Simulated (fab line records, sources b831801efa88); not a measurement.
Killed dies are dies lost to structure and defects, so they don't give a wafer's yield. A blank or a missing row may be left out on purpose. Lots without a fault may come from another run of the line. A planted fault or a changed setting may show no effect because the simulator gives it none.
fab line records | flow sky130 | part 1 of 2: steps 1 to 25 of 36
record lots=5 wafers=15 last_day=50
route steps=708 shown CAPM@543 METAL3@555 VIA3@573
lots that met no fault: from a run of the same line without faults
start_h: hours from the record's first day to the start of the lot's first wafer shown | wait_h: hours since the lot's step before | " the same as in the row above | L1.1+2: a row that stands for several wafers | - no value, or no start given | * or withheld: withheld | < > ~ a bound
route shown NAME@n: a module of which the file shows steps, and the number in the route of the first | usual: mean/standard deviation of fault-free wafers | same: alike in all rows | chamber/n: place in a boat | sites: the reading at each site | _std_site: their standard deviation | _edge_site: outer sites' mean less inner sites' | radius_mm: how far each site lies from the wafer's centre | mask NAME#n: copy n | behind: the tool/chamber that last shaped the wafer | hold: why the lot was held/for how many hours/how that ended | device: the transistor (n, p or np) that didn't switch | end of line: the same wafers' tests at the end of the route | a step without rows: its recipe alone | killed: dies lost to structure and defects at the first sort, not the wafer's yield | map: a wafer's dies, x killed, . not, _ none there
set.NAME: the setting as run; set.NAME@STEP: as run at that earlier step | model.NAME: the simulator's own value behind a step, which no gauge read
lots at some steps of the route; a table a step, a row a wafer
services: from which hour (start_h, from the record's first day; less than 0 if before it) a tool's chamber was out of use, for how many hours, and why
## steps
# step SKY_CAPM_HMDS_06
# recipe prime_time_s=60 prime_temp_c=120
# usual chill_plate_temp_C=22.99/0.11
# columns lot.wafer tool chamber start_h wait_h chill_plate_temp_C
L083.2 litho_track-04 0 943.48 0.1 22.96
L083.3 " 0 " " 22.89
L083.4 " 0 " " 23.01
L084.2 litho_track-01 0 949.64 0.1 22.94
L084.4 " 0 " " 23.05
L084.6 " 0 " " 23.13
L088.2 litho_track-04 0 998.98 0.1 23.00
L088.4 " 0 " " 22.91
L088.6 " 0 " " 22.99
L091.1 litho_track-04 0 1000.51 0.1 22.98
L091.5 " 0 " " 22.87
L091.6 " 0 " " 22.80
L097.2 litho_track-03 0 1041.35 0.1 22.87
L097.3 " 0 " " 23.27
L097.5 " 0 " " 23.11
# step SKY_CAPM_COAT_07
# recipe resist=NOVOLAK spin_rpm=3000 resist_thk_nm=1140
# usual chill_plate_temp_C=23.01/0.11
# columns lot.wafer tool chamber start_h wait_h chill_plate_temp_C
L083.2 litho_track-04 0 943.63 0.1 23.09
L083.3 " 0 " " 23.08
L083.4 " 0 " " 23.13
L084.2 litho_track-01 0 949.79 0.1 23.09
L084.4 " 0 " " 23.06
L084.6 " 0 " " 23.17
L088.2 litho_track-04 0 999.13 0.1 23.00
L088.4 " 0 " " 22.98
L088.6 " 0 " " 23.00
L091.1 litho_track-04 0 1000.66 0.1 23.13
L091.5 " 0 " " 23.03
L091.6 " 0 " " 23.09
L097.2 litho_track-03 0 1041.50 0.1 23.20
L097.3 " 0 " " 23.00
L097.5 " 0 " " 22.79
# step SKY_CAPM_SOFTBAKE_08
# recipe temp_c=90 time_s=60 resist=NOVOLAK
# usual chill_plate_temp_C=22.99/0.1
# columns lot.wafer tool chamber start_h wait_h chill_plate_temp_C
L083.2 litho_track-04 0 943.78 0.1 22.89
L083.3 " 0 " " 22.95
L083.4 " 0 " " 23.00
L084.2 litho_track-01 0 949.94 0.1 23.07
L084.4 " 0 " " 22.87
L084.6 " 0 " " 22.94
L088.2 litho_track-04 0 999.28 0.1 22.82
L088.4 " 0 " " 22.95
L088.6 " 0 " " 22.99
L091.1 litho_track-04 0 1000.81 0.1 23.20
L091.5 " 0 " " 22.85
L091.6 " 0 " " 23.03
L097.2 litho_track-03 0 1041.65 0.1 22.99
L097.3 " 0 " " 23.00
L097.5 " 0 " " 23.12
# step SKY_CAPM_EXPOSE_09
# recipe mask_id=CAPM na=0.6 source_shape=conventional sigma_outer=0.6 polarization=unpolarized target_cd_nm=1000 dose_mj=159
# same sigma_outer=0.6
# columns lot.wafer tool chamber start_h wait_h mask
L083.2+3+4 iline_stepper-01 0 - - CAPM#0
L084.2+4+6 iline_stepper-01 0 - - CAPM#0
L088.2+4+6 iline_stepper-01 0 - - CAPM#0
L091.1+5+6 iline_stepper-02 0 - - CAPM#0
L097.2+3+5 iline_stepper-02 0 - - CAPM#0
# step SKY_CAPM_PEB_10
# recipe temp_c=withheld time_s=* resist=NOVOLAK
# usual chill_plate_temp_C=*
# columns lot.wafer tool chamber start_h wait_h chill_plate_temp_C
L083.2 litho_track-03 0 - - *
L083.3 " 0 " " *
L083.4 " 0 " " *
L084.2 litho_track-01 0 - - *
L084.4 " 0 " " *
L084.6 " 0 " " *
L088.2 litho_track-04 0 - - *
L088.4 " 0 " " *
L088.6 " 0 " " *
L091.1 litho_track-03 0 - - *
L091.5 " 0 " " *
L091.6 " 0 " " *
L097.2 litho_track-03 0 - - *
L097.3 " 0 " " *
L097.5 " 0 " " *
# step SKY_CAPM_DEVELOP_11
# recipe resist=NOVOLAK developer=TMAH develop_time_s=60 dev_temp_c=23
# usual chill_plate_temp_C=22.98/0.1 developer_temp_C=23.01/0.11
# columns lot.wafer tool chamber start_h wait_h chill_plate_temp_C developer_temp_C
L083.2 litho_track-03 0 955.15 0.1 23.13 23.05
L083.3 " 0 " " 23.01 22.96
L083.4 " 0 " " 23.09 22.98
L084.2 litho_track-01 0 961.44 0.1 22.87 22.92
L084.4 " 0 " " 22.77 22.98
L084.6 " 0 " " 22.76 22.90
L088.2 litho_track-04 0 1011.28 0.1 22.95 23.28
L088.4 " 0 " " 23.12 23.01
L088.6 " 0 " " 22.95 23.23
L091.1 litho_track-03 0 1012.87 0.1 22.95 22.91
L091.5 " 0 " " 22.90 23.07
L091.6 " 0 " " 22.98 23.16
L097.2 litho_track-03 0 1052.15 0.1 22.91 23.01
L097.3 " 0 " " 22.90 22.93
L097.5 " 0 " " 22.97 23.00
# step SKY_CAPM_OVL_MEAS_12
# usual CAPM_OVL=0.7/1.4
# columns lot.wafer tool chamber start_h wait_h CAPM_OVL[nm]
L083.2 overlay-02 - 955.28 0.1 1.9
L083.3 " - " " 4.5
L083.4 " - " " 0.6
L084.2 overlay-01 - 961.58 0.1 -0.3
L084.4 " - " " 0.0
L084.6 " - " " 0.7
L088.2 overlay-02 - 1011.41 0.1 -0.4
L088.4 " - " " -0.8
L088.6 " - " " 0.4
L091.1 overlay-01 - 1013.02 0.1 1.7
L091.5 " - " " 2.9
L091.6 " - " " 1.0
L097.2 overlay-01 - 1052.28 0.1 0.0
L097.3 " - " " 1.0
L097.5 " - " " 0.8
# step SKY_CAPM_METAL_ETCH_13
# recipe target_depth_nm=220 stop_on=SiO2 chemistry=Cl2/BCl3 target=TiN pressure_mtorr=10 icp_w=900 bias_w=48.5 Cl2_flow_sccm=60 bcl3_flow_sccm=30 time_s=62.9
# usual drypump_motor_current_A=5.6/0.48 oes_product_au=0.941/0.0074 throttle_valve_pct=21.902/0.0091
# columns lot.wafer tool chamber start_h wait_h drypump_motor_current_A oes_product_au rf_hours_counter_h throttle_valve_pct
L083.2 rie_metal-03 0 955.31 0.0 6.0 0.942 9 21.909
L083.3 " 0 " " 6.0 0.948 - 21.911
L083.4 " 1 " " 5.2 0.950 - 21.917
L084.2 rie_metal-01 0 961.61 0.0 6.3 0.951 8 21.888
L084.4 " 1 " " 5.2 0.950 - 21.898
L084.6 " 0 " " 6.3 0.942 - 21.899
L088.2 rie_metal-03 0 1011.44 0.0 6.0 0.924 11 21.911
L088.4 " 0 " " 6.0 0.943 - 21.907
L088.6 " 1 " " 5.1 0.932 - 21.899
L091.1 rie_metal-01 0 1013.06 0.0 6.3 0.949 11 21.895
L091.5 " 1 " " 5.2 0.957 - 21.895
L091.6 " 0 " " 6.3 0.931 - 21.903
L097.2 rie_metal-03 0 1052.31 0.0 6.0 0.940 13 21.904
L097.3 " 1 " " 5.2 0.933 - 21.900
L097.5 " 1 " " 5.1 0.937 - 21.907
# step SKY_CAPM_STRIP_14
# recipe chemistry=O2/N2 power_w=1400 pressure_mtorr=1500 platen_temp_c=withheld o2_flow_sccm=3000 n2_flow_sccm=300 overash_fraction=0.5
# usual drypump_motor_current_A=5.9/0.52 oes_product_au=0.710/0.0047 strip_time_to_endpoint_s=12.67/0.051
# columns lot.wafer tool chamber start_h wait_h drypump_motor_current_A oes_product_au rf_hours_counter_h strip_time_to_endpoint_s
L083.2 plasma_asher-03 1 955.38 0.1 5.3 0.706 81 12.76
L083.3 " 0 " " 5.7 0.709 - 12.71
L083.4 " 1 " " 5.3 0.710 - 12.76
L084.2 plasma_asher-04 1 961.69 0.1 5.1 0.707 52 12.69
L084.4 " 0 " " 6.3 0.717 - 12.72
L084.6 " 0 " " 6.3 0.705 - 12.59
L088.2 plasma_asher-04 1 1011.52 0.1 5.1 0.713 56 12.68
L088.4 " 0 " " 6.3 0.719 - 12.68
L088.6 " 1 " " 5.1 0.703 - 12.69
L091.1 plasma_asher-02 0 1013.14 0.1 6.4 0.708 118 12.77
L091.5 " 1 " " 6.3 0.705 - 12.78
L091.6 " 0 " " 6.4 0.708 - 12.79
L097.2 plasma_asher-03 1 1052.39 0.1 5.3 0.714 90 12.66
L097.3 " 1 " " 5.3 0.714 - 12.70
L097.5 " 1 " " 5.3 0.702 - 12.71
# step SKY_CAPM_STRIP_15
# recipe chemistry=post_etch_residue_remover time_s=1200 temp_c=72.5
# usual bath_guard_temp_C=72.6/0.55
# columns lot.wafer tool chamber start_h wait_h bath_guard_temp_C
L083.2 wet_bench-01 1 955.48 0.1 72.3
L083.3 " 1 " " 72.2
L083.4 " 1 " " 72.1
L084.2 wet_bench-02 3 961.80 0.1 72.5
L084.4 " 3 " " 72.4
L084.6 " 3 " " 72.4
L088.2 wet_bench-03 1 1011.62 0.1 73.5
L088.4 " 1 " " 73.7
L088.6 " 1 " " 73.8
L091.1 wet_bench-01 2 1013.24 0.1 73.0
L091.5 " 2 " " 72.9
L091.6 " 2 " " 72.9
L097.2 wet_bench-01 1 1052.49 0.1 72.1
L097.3 " 1 " " 72.2
L097.5 " 1 " " 71.9
# step SKY_CAPM_CLEAN_16
# recipe chemistry=IPA time_s=180 temp_c=25
# columns lot.wafer tool chamber start_h wait_h
L083.2+3+4 wet_bench-01 1 955.83 0.0
L084.2+4+6 wet_bench-01 0 962.14 0.0
L088.2+4+6 wet_bench-02 2 1011.96 0.0
L091.1+5+6 wet_bench-02 3 1013.66 0.1
L097.2+3+5 wet_bench-03 0 1052.83 0.0
# step SKY_CAPM_CLEAN_17
# recipe chemistry=O3/DIW dry=n2_spin
# columns lot.wafer tool chamber start_h wait_h
L083.2+3+4 wet_bench-01 3 955.90 0.0
L084.2+4+6 wet_bench-02 2 962.20 0.0
L088.2+4+6 wet_bench-01 0 1012.09 0.0
L091.1+5+6 wet_bench-02 0 1013.77 0.0
L097.2+3+5 wet_bench-02 3 1052.89 0.0
# step SKY_METAL3_DEHYDRATE_05
# recipe temp_c=200 time_s=60
# usual chill_plate_temp_C=23.01/0.092
# columns lot.wafer tool chamber start_h wait_h chill_plate_temp_C
L083.2 litho_track-02 0 967.98 12.0 22.93
L083.3 " 0 " " 22.97
L083.4 " 0 " " 22.88
L084.2 litho_track-02 0 973.73 11.4 22.84
L084.4 " 0 " " 22.90
L084.6 " 0 " " 22.93
L088.2 litho_track-02 0 1023.03 10.8 23.05
L088.4 " 0 " " 23.03
L088.6 " 0 " " 22.90
L091.1 litho_track-02 0 1024.45 10.5 23.19
L091.5 " 0 " " 23.03
L091.6 " 0 " " 23.07
L097.2 litho_track-04 0 1063.68 10.7 22.90
L097.3 " 0 " " 22.95
L097.5 " 0 " " 23.01
# step SKY_METAL3_HMDS_06
# recipe prime_time_s=60 prime_temp_c=120
# usual chill_plate_temp_C=22.99/0.094
# columns lot.wafer tool chamber start_h wait_h chill_plate_temp_C
L083.2 litho_track-02 0 968.13 0.1 23.16
L083.3 " 0 " " 23.04
L083.4 " 0 " " 23.06
L084.2 litho_track-02 0 973.88 0.1 22.98
L084.4 " 0 " " 23.01
L084.6 " 0 " " 22.97
L088.2 litho_track-02 0 1023.18 0.1 22.91
L088.4 " 0 " " 22.96
L088.6 " 0 " " 23.02
L091.1 litho_track-02 0 1024.60 0.1 22.86
L091.5 " 0 " " 22.77
L091.6 " 0 " " 22.91
L097.2 litho_track-04 0 1063.83 0.1 22.98
L097.3 " 0 " " 22.83
L097.5 " 0 " " 22.99
# step SKY_METAL3_COAT_07
# recipe resist=BARC temp_c=withheld time_s=withheld spin_rpm=3000 resist_thk_nm=60
# usual chill_plate_temp_C=*
# columns lot.wafer tool chamber start_h wait_h chill_plate_temp_C
L083.2 litho_track-02 0 968.28 0.1 *
L083.3 " 0 " " *
L083.4 " 0 " " *
L084.2 litho_track-02 0 974.03 0.1 *
L084.4 " 0 " " *
L084.6 " 0 " " *
L088.2 litho_track-02 0 1023.33 0.1 *
L088.4 " 0 " " *
L088.6 " 0 " " *
L091.1 litho_track-02 0 1024.75 0.1 *
L091.5 " 0 " " *
L091.6 " 0 " " *
L097.2 litho_track-04 0 1063.98 0.1 *
L097.3 " 0 " " *
L097.5 " 0 " " *
# step SKY_METAL3_COAT_08
# recipe resist=KrF-thick spin_rpm=3000 resist_thk_nm=1140
# usual chill_plate_temp_C=23.01/0.11
# columns lot.wafer tool chamber start_h wait_h chill_plate_temp_C
L083.2 litho_track-02 0 - - 23.09
L083.3 " 0 " " 23.05
L083.4 " 0 " " 23.12
L084.2 litho_track-02 0 - - 23.03
L084.4 " 0 " " 23.04
L084.6 " 0 " " 23.09
L088.2 litho_track-02 0 - - 23.15
L088.4 " 0 " " 23.07
L088.6 " 0 " " 23.02
L091.1 litho_track-02 0 - - 22.93
L091.5 " 0 " " 22.91
L091.6 " 0 " " 22.84
L097.2 litho_track-04 0 - - 23.06
L097.3 " 0 " " 23.02
L097.5 " 0 " " 23.14
# step SKY_METAL3_SOFTBAKE_09
# recipe temp_c=100 time_s=90 resist=KrF-thick
# usual chill_plate_temp_C=23.00/0.094
# columns lot.wafer tool chamber start_h wait_h chill_plate_temp_C
L083.2 litho_track-02 0 - - 22.98
L083.3 " 0 " " 22.99
L083.4 " 0 " " 22.97
L084.2 litho_track-02 0 - - 23.12
L084.4 " 0 " " 23.03
L084.6 " 0 " " 23.06
L088.2 litho_track-02 0 - - 22.95
L088.4 " 0 " " 22.99
L088.6 " 0 " " 22.92
L091.1 litho_track-02 0 - - 23.09
L091.5 " 0 " " 23.07
L091.6 " 0 " " 23.02
L097.2 litho_track-04 0 - - 23.01
L097.3 " 0 " " 23.01
L097.5 " 0 " " 22.93
# step SKY_METAL3_EXPOSE_10
# recipe mask_id=MM3 na=0.68 source_shape=annular sigma_inner=0.4 sigma_outer=0.8 target_cd_nm=300 dose_mj=28
# same sigma_outer=0.8
# columns lot.wafer tool chamber start_h wait_h mask
L083.2+3+4 krf_scanner-02 0 - - MM3#0
L084.2+4+6 krf_scanner-01 0 - - MM3#0
L088.2+4+6 krf_scanner-01 0 - - MM3#0
L091.1+5+6 krf_scanner-02 0 - - MM3#0
L097.2+3+5 krf_scanner-01 0 - - MM3#0
# step SKY_METAL3_PEB_11
# recipe peb_temp_c=withheld peb_time_s=withheld resist=KrF-thick
# usual chill_plate_temp_C=*
# columns lot.wafer tool chamber start_h wait_h chill_plate_temp_C
L083.2 litho_track-04 0 - - *
L083.3 " 0 " " *
L083.4 " 0 " " *
L084.2 litho_track-04 0 - - *
L084.4 " 0 " " *
L084.6 " 0 " " *
L088.2 litho_track-04 0 - - *
L088.4 " 0 " " *
L088.6 " 0 " " *
L091.1 litho_track-01 0 - - *
L091.5 " 0 " " *
L091.6 " 0 " " *
L097.2 litho_track-04 0 - - *
L097.3 " 0 " " *
L097.5 " 0 " " *
# step SKY_METAL3_DEVELOP_12
# recipe develop_time_s=60 resist=KrF-thick dev_temp_c=21
# usual chill_plate_temp_C=23.02/0.11 developer_temp_C=20.98/0.099
# columns lot.wafer tool chamber start_h wait_h chill_plate_temp_C developer_temp_C
L083.2 litho_track-04 0 - - 22.92 21.06
L083.3 " 0 " " 22.91 20.95
L083.4 " 0 " " 22.83 20.91
L084.2 litho_track-04 0 - - 23.01 21.00
L084.4 " 0 " " 22.98 21.04
L084.6 " 0 " " 23.12 21.00
L088.2 litho_track-04 0 - - 22.98 21.10
L088.4 " 0 " " 22.97 21.06
L088.6 " 0 " " 23.05 20.97
L091.1 litho_track-01 0 - - 23.12 20.91
L091.5 " 0 " " 23.10 20.95
L091.6 " 0 " " 22.94 20.92
L097.2 litho_track-04 0 - - 23.06 20.80
L097.3 " 0 " " 23.17 21.03
L097.5 " 0 " " 22.96 20.95
# step SKY_METAL3_CD_MEAS_13
# recipe target_cd_nm=300
# usual cd_nm=299.8/1.5
# columns lot.wafer tool chamber start_h wait_h cd_nm
L083.2 cd_sem-02 - 980.48 - 300.3
L083.3 " - " " 298.5
L083.4 " - " " 300.3
L084.2 cd_sem-02 - 986.83 - 299.3
L084.4 " - " " 299.2
L084.6 " - " " 298.5
L088.2 cd_sem-01 - 1035.83 - 299.2
L088.4 " - " " 301.2
L088.6 " - " " 299.4
L091.1 cd_sem-01 - 1036.81 - 297.1
L091.5 " - " " 297.1
L091.6 " - " " 296.9
L097.2 cd_sem-01 - 1074.58 - 298.9
L097.3 " - " " 299.1
L097.5 " - " " 299.9
# step SKY_METAL3_OVL_MEAS_14
# usual METAL3_OVL=2/4.3
# columns lot.wafer tool chamber start_h wait_h METAL3_OVL[nm]
L083.2 overlay-01 - 980.58 0.1 -8
L083.3 " - " " 1
L083.4 " - " " -6
L084.2 overlay-01 - 986.93 0.1 3
L084.4 " - " " -1
L084.6 " - " " 6
L088.2 overlay-02 - 1035.93 0.1 3
L088.4 " - " " 1
L088.6 " - " " 5
L091.1 overlay-01 - 1036.93 0.1 -3
L091.5 " - " " 2
L091.6 " - " " -1
L097.2 overlay-01 - 1074.68 0.1 7
L097.3 " - " " 6
L097.5 " - " " 11
# step SKY_METAL3_DESCUM_15
# recipe chemistry=O2 source_power_w=150 bias_power_w=0 pressure_mtorr=10 temp_c=40 time_s=8
# usual drypump_motor_current_A=5.7/0.45 oes_product_au=1.000/0.0068
# columns lot.wafer tool chamber start_h wait_h drypump_motor_current_A oes_product_au rf_hours_counter_h
L083.2 rie_metal-01 1 980.61 0.0 5.2 1.000 11
L083.3 " 1 " " 5.2 1.003 -
L083.4 " 0 " " 6.3 1.001 -
L084.2 rie_metal-01 1 986.96 0.0 5.2 1.005 12
L084.4 " 0 " " 6.3 1.002 -
L084.6 " 1 " " 5.2 1.008 -
L088.2 rie_metal-03 1 1035.96 0.0 5.2 1.008 9
L088.4 " 0 " " 6.0 0.995 -
L088.6 " 0 " " 6.0 1.004 -
L091.1 rie_metal-04 1 1036.97 0.0 5.5 0.998 15
L091.5 " 0 " " 6.1 1.009 -
L091.6 " 1 " " 5.5 0.994 -
L097.2 rie_metal-03 0 1074.71 0.0 6.0 0.998 15
L097.3 " 1 " " 5.2 0.990 -
L097.5 " 1 " " 5.2 0.999 -
# step SKY_METAL3_ETCH_16
# recipe chemistry=N2/H2 target=BARC ion_energy_ev=200 bias_w=100 pressure_mtorr=30 n2_flow_sccm=100 h2_flow_sccm=200 icp_w=500 stop_on=SiO2 time_s=88.2 target_depth_a=600
# usual drypump_motor_current_A=5.7/0.45 oes_product_au=0.625/0.0039 throttle_valve_pct=13.206/0.0091
# columns lot.wafer tool chamber start_h wait_h drypump_motor_current_A oes_product_au rf_hours_counter_h throttle_valve_pct
L083.2 rie_metal-01 1 980.64 0.0 5.2 0.627 11 13.190
L083.3 " 1 " " 5.2 0.627 - 13.210
L083.4 " 0 " " 6.3 0.623 - 13.206
L084.2 rie_metal-01 1 986.99 0.0 5.2 0.620 12 13.203
L084.4 " 0 " " 6.3 0.627 - 13.204
L084.6 " 1 " " 5.2 0.629 - 13.208
L088.2 rie_metal-03 1 1035.99 0.0 5.2 0.630 9 13.210
L088.4 " 0 " " 6.0 0.626 - 13.206
L088.6 " 0 " " 6.0 0.627 - 13.200
L091.1 rie_metal-04 1 1037.00 0.0 5.6 0.620 15 13.194
L091.5 " 0 " " 6.0 0.630 - 13.205
L091.6 " 1 " " 5.6 0.621 - 13.212
L097.2 rie_metal-03 0 1074.74 0.0 6.0 0.629 15 13.215
L097.3 " 1 " " 5.2 0.626 - 13.211
L097.5 " 1 " " 5.1 0.634 - 13.208
# step SKY_METAL3_ETCH_17
# recipe target=SiO2 stop_on=TiN chemistry=C4F8/O2/Ar source_w=1500 bias_w=1200 pressure_mtorr=40 c4f8_flow_sccm=withheld O2_flow_sccm=6 Ar_flow_sccm=300 time_s=3.9 target_depth_a=150
# usual oes_product_au=0.754/0.0078
# columns lot.wafer tool chamber start_h wait_h oes_product_au
L083.2 rie_diel-02 3 980.74 0.1 0.744
L083.3 " 2 " " 0.750
L083.4 " 1 " " 0.759
L084.2 rie_diel-04 2 987.09 0.1 0.761
L084.4 " 0 " " 0.750
L084.6 " 0 " " 0.761
L088.2 rie_diel-03 3 1036.09 0.1 0.752
L088.4 " 2 " " 0.751
L088.6 " 3 " " 0.752
L091.1 rie_diel-02 2 1037.10 0.1 0.756
L091.5 " 0 " " 0.758
L091.6 " 1 " " 0.750
L097.2 rie_diel-03 3 1074.84 0.1 0.754
L097.3 " 2 " " 0.756
L097.5 " 1 " " 0.761
